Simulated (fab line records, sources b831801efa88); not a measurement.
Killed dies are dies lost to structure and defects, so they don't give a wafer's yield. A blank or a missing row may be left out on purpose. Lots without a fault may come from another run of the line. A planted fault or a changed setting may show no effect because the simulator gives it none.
fab line records | flow sky130
record lots=6 wafers=18 last_day=50
route steps=708 shown NWELL@78 PWDE@84 VT_ADJUST_HVTP@85
lots that met no fault: from a run of the same line without faults
start_h: hours from the record's first day to the start of the lot's first wafer shown | wait_h: hours since the lot's step before | " the same as in the row above | L1.1+2: a row that stands for several wafers | - no value, or no start given | * or withheld: withheld | < > ~ a bound
route shown NAME@n: a module of which the file shows steps, and the number in the route of the first | usual: mean/standard deviation of fault-free wafers | same: alike in all rows | chamber/n: place in a boat | sites: the reading at each site | _std_site: their standard deviation | _edge_site: outer sites' mean less inner sites' | radius_mm: how far each site lies from the wafer's centre | mask NAME#n: copy n | behind: the tool/chamber that last shaped the wafer | hold: why the lot was held/for how many hours/how that ended | device: the transistor (n, p or np) that didn't switch | end of line: the same wafers' tests at the end of the route | a step without rows: its recipe alone | killed: dies lost to structure and defects at the first sort, not the wafer's yield | map: a wafer's dies, x killed, . not, _ none there
set.NAME: the setting as run; set.NAME@STEP: as run at that earlier step | model.NAME: the simulator's own value behind a step, which no gauge read
lots at some steps of the route; a table a step, a row a wafer
services: from which hour (start_h, from the record's first day; less than 0 if before it) a tool's chamber was out of use, for how many hours, and why
## steps
# step SKY_NWELL_STRIP_25
# recipe chemistry=O2/N2 power_w=1400 pressure_mtorr=1500 platen_temp_c=withheld o2_flow_sccm=3000 n2_flow_sccm=300 overash_fraction=0.5
# usual drypump_motor_current_A=5.7/0.4 oes_product_au=0.722/0.0047 strip_time_to_endpoint_s=36.86/0.092
# columns lot.wafer tool chamber start_h wait_h drypump_motor_current_A oes_product_au rf_hours_counter_h strip_time_to_endpoint_s
L755.2 plasma_asher-03 0 125.20 0.1 4.8 0.717 1 36.83
L755.4 " 0 " " 4.8 0.714 - 36.97
L755.6 " 0 " " 4.8 0.720 - 36.80
L759.1 plasma_asher-01 0 152.10 0.1 6.0 0.714 33 37.03
L759.2 " 1 " " 5.7 0.725 33 36.95
L759.3 " 0 " " 6.0 0.718 - 37.03
L763.3 plasma_asher-01 0 177.28 0.1 6.0 0.720 - 36.75
L763.4 " 1 " " 5.7 0.723 - 36.62
L763.5 " 0 " " 6.0 0.725 - 36.72
L764.2 plasma_asher-02 1 180.80 0.1 5.5 0.720 51 36.99
L764.3 " 0 " " 6.0 0.721 - 37.00
L764.4 " 1 " " 5.5 0.724 - 36.97
L772.2 plasma_asher-02 1 226.40 0.1 5.5 0.726 55 36.83
L772.3 " 1 " " 5.5 0.724 - 36.95
L772.4 " 0 " " 6.1 0.721 - 36.86
L773.1 plasma_asher-01 0 232.06 0.1 6.0 0.723 41 36.83
L773.3 " 0 " " 6.0 0.723 - 36.81
L773.5 " 1 " " 5.8 0.727 - 36.87
# step SKY_NWELL_TW_MEAS_26
# usual NWELL_2_TW=496/3
# columns lot.wafer tool chamber start_h wait_h NWELL_2_TW
L755.2 film_metro-04 - 125.31 0.1 495
L755.4 " - " " 493
L755.6 " - " " 499
L759.1 film_metro-02 - 152.20 0.1 498
L759.2 " - " " 498
L759.3 " - " " 498
L763.3 film_metro-04 - 177.36 0.1 500
L763.4 " - " " 501
L763.5 " - " " 500
L764.2 film_metro-01 - 180.91 0.1 487
L764.3 " - " " 488
L764.4 " - " " 489
L772.2 film_metro-02 - 226.51 0.1 497
L772.3 " - " " 498
L772.4 " - " " 495
L773.1 film_metro-04 - 232.16 0.1 500
L773.3 " - " " 497
L773.5 " - " " 499
# step SKY_NWELL_CLEAN_27
# recipe chemistry=SC1/SC2 mix=1:4:20 temp_c=70 time_s=150 dry=n2_spin
# step SKY_NWELL_RTA_28
# recipe temp_c=1050 time_s=30 idle_temp_c=650 ramp_up_c_per_s=150 ramp_down_c_per_s=90 ambient=N2
# usual anneal_temp_c_max=1053.5/0.69 lamp_power_pct=25.31/0.053 wafer_temp_C_max=1054.9/0.95
# columns lot.wafer tool chamber start_h wait_h anneal_temp_c_max lamp_power_pct wafer_temp_C_max
L755.2 rtp_anneal-02 0 125.43 0.0 1053.6 25.29 1055.9
L755.4 " 0 " " 1053.9 25.23 1054.2
L755.6 " 0 " " 1053.5 25.30 1054.4
L759.1 rtp_anneal-02 0 152.31 0.0 1054.0 25.34 1055.0
L759.2 " 0 " " 1055.0 25.45 1055.6
L759.3 " 0 " " 1055.0 25.20 1054.2
L763.3 rtp_anneal-01 0 177.49 0.0 1053.2 25.33 1055.6
L763.4 " 0 " " 1054.9 25.24 1057.0
L763.5 " 0 " " 1053.2 25.17 1053.8
L764.2 rtp_anneal-02 0 181.03 0.0 1053.6 25.35 1054.3
L764.3 " 0 " " 1053.4 25.35 1055.1
L764.4 " 0 " " 1053.7 25.28 1054.8
L772.2 rtp_anneal-02 0 226.63 0.0 1053.9 25.27 1054.2
L772.3 " 0 " " 1053.9 25.39 1053.9
L772.4 " 0 " " 1054.9 25.36 1055.3
L773.1 rtp_anneal-01 0 232.27 0.0 1053.5 25.34 1054.4
L773.3 " 0 " " 1052.3 25.33 1056.1
L773.5 " 0 " " 1053.2 25.30 1053.3
# step SKY_NWELL_RS_MEAS_29
# recipe thk_meas_gauge=four-point-probe
# usual NWELL_RS=630.4/1.5
# columns lot.wafer tool chamber start_h wait_h NWELL_RS[ohm/sq]
L755.2 film_metro-04 - 125.54 0.1 631.8
L755.4 " - " " 631.2
L755.6 " - " " 631.3
L759.1 film_metro-01 - 152.41 0.1 629.4
L759.2 " - " " 628.7
L759.3 " - " " 629.6
L763.3 film_metro-02 - 177.60 0.1 631.2
L763.4 " - " " 630.4
L763.5 " - " " 631.9
L764.2 film_metro-02 - 181.13 0.1 629.7
L764.3 " - " " 629.0
L764.4 " - " " 631.3
L772.2 film_metro-04 - 226.73 0.1 629.2
L772.3 " - " " 628.7
L772.4 " - " " 629.9
L773.1 film_metro-01 - 232.37 0.1 631.6
L773.3 " - " " 630.6
L773.5 " - " " 630.4
# step SKY_NWELL_RS_MEAS_31
# recipe thk_meas_gauge=four-point-probe
# usual PWDE_RS=5284/16
# columns lot.wafer tool chamber start_h wait_h PWDE_RS[ohm/sq]
L755.2 film_metro-04 - 125.78 0.1 5274
L755.4 " - " " 5271
L755.6 " - " " 5278
L759.1 film_metro-01 - 152.65 0.1 5322
L759.2 " - " " 5325
L759.3 " - " " 5326
L763.3 film_metro-02 - 177.84 0.1 5288
L763.4 " - " " 5283
L763.5 " - " " 5270
L764.2 film_metro-02 - 181.37 0.1 5284
L764.3 " - " " 5295
L764.4 " - " " 5278
L772.2 film_metro-04 - 226.97 0.1 5232
L772.3 " - " " 5277
L772.4 " - " " 5264
L773.1 film_metro-01 - 232.61 0.1 5294
L773.3 " - " " 5286
L773.5 " - " " 5313
# step SKY_VT_ADJUST_HVTP_DEHYDRATE_00
# recipe temp_c=200 time_s=60
# step SKY_VT_ADJUST_HVTP_HMDS_01
# recipe prime_time_s=60 prime_temp_c=120
# step SKY_VT_ADJUST_HVTP_COAT_02
# recipe resist=NOVOLAK spin_rpm=3000 resist_thk_nm=1140
# step SKY_VT_ADJUST_HVTP_SOFTBAKE_03
# recipe temp_c=90 time_s=60 resist=NOVOLAK
# step SKY_VT_ADJUST_HVTP_EXPOSE_04
# recipe mask_id=HVTPM na=0.6 source_shape=conventional sigma_outer=0.6 polarization=unpolarized target_cd_nm=380 dose_mj=140
# step SKY_VT_ADJUST_HVTP_PEB_05
# recipe temp_c=withheld time_s=* resist=NOVOLAK
# usual chill_plate_temp_C=* exhaust_pa=45.0/0.92
# columns lot.wafer tool chamber start_h wait_h chill_plate_temp_C exhaust_pa
L755.2 litho_track-02 0 143.43 - * 45.3
L755.4 " 0 " " * 44.5
L755.6 " 0 " " * 45.4
L759.1 litho_track-02 0 171.96 - * 42.8
L759.2 " 0 " " * 43.8
L759.3 " 0 " " * 44.9
L763.3 litho_track-01 - 197.02 - - -
L763.4 " - " " - -
L763.5 " - " " - -
L764.2 litho_track-02 - 202.33 - - -
L764.3 " - " " - -
L764.4 " - " " - -
L772.2 litho_track-01 0 248.30 - * 43.9
L772.3 " 0 " " * 45.8
L772.4 " 0 " " * 45.4
L773.1 litho_track-04 0 254.68 - * 44.6
L773.3 " 0 " " * 44.8
L773.5 " 0 " " * 45.2
# step SKY_VT_ADJUST_HVTP_DEVELOP_06
# recipe resist=NOVOLAK developer=TMAH develop_time_s=60 dev_temp_c=21.93
## services
# columns tool chamber start_h hours kind
plasma_asher-03 - 101.93 5.0 repair
plasma_asher-03 - 108.75 9.0 pm
plasma_asher-03 0 108.75 9.0 vent_cycle
plasma_asher-03 1 108.75 9.0 vent_cycle
plasma_asher-03 0 117.75 - clean
plasma_asher-03 1 117.75 - clean
plasma_asher-03 - 151.18 2.8 pm
plasma_asher-02 - 151.88 0.8 repair
plasma_asher-02 - 167.08 0.9 repair
plasma_asher-03 - 171.04 0.9 repair
rtp_anneal-02 - 252.01 2.5 pm
## key
first_sign step=SKY_VT_ADJUST_HVTP_PEB_05 reading=tool_record direction=missing
effect none on later readings
met_at SKY_VT_ADJUST_HVTP_PEB_05
struck_wafers L763.3,L763.4,L763.5,L764.2,L764.3,L764.4
sort_left_out L763.3,L763.4,L763.5,L764.2,L764.3,L764.4
tester_left_out L763,L764
onset_between 171.96 197.02
fault kind=skipped_step_whole tool=litho_track-01,litho_track-02 chamber=- onset_h=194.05 steps=SKY_VT_ADJUST_HVTP_PEB_05 scope=struck_lots_only
# tester_left_out: of these lots the tester's yield and bins aren't shown, on N5 and GAA mostly nor the transistor test; their killed dies are dies lost to structure and defects alone, not to doping, threshold or leakage, so they don't give the yield
# sort_left_out: the simulated sort isn't trusted on such a fault, so these wafers' sort isn't shown, and their yield isn't known
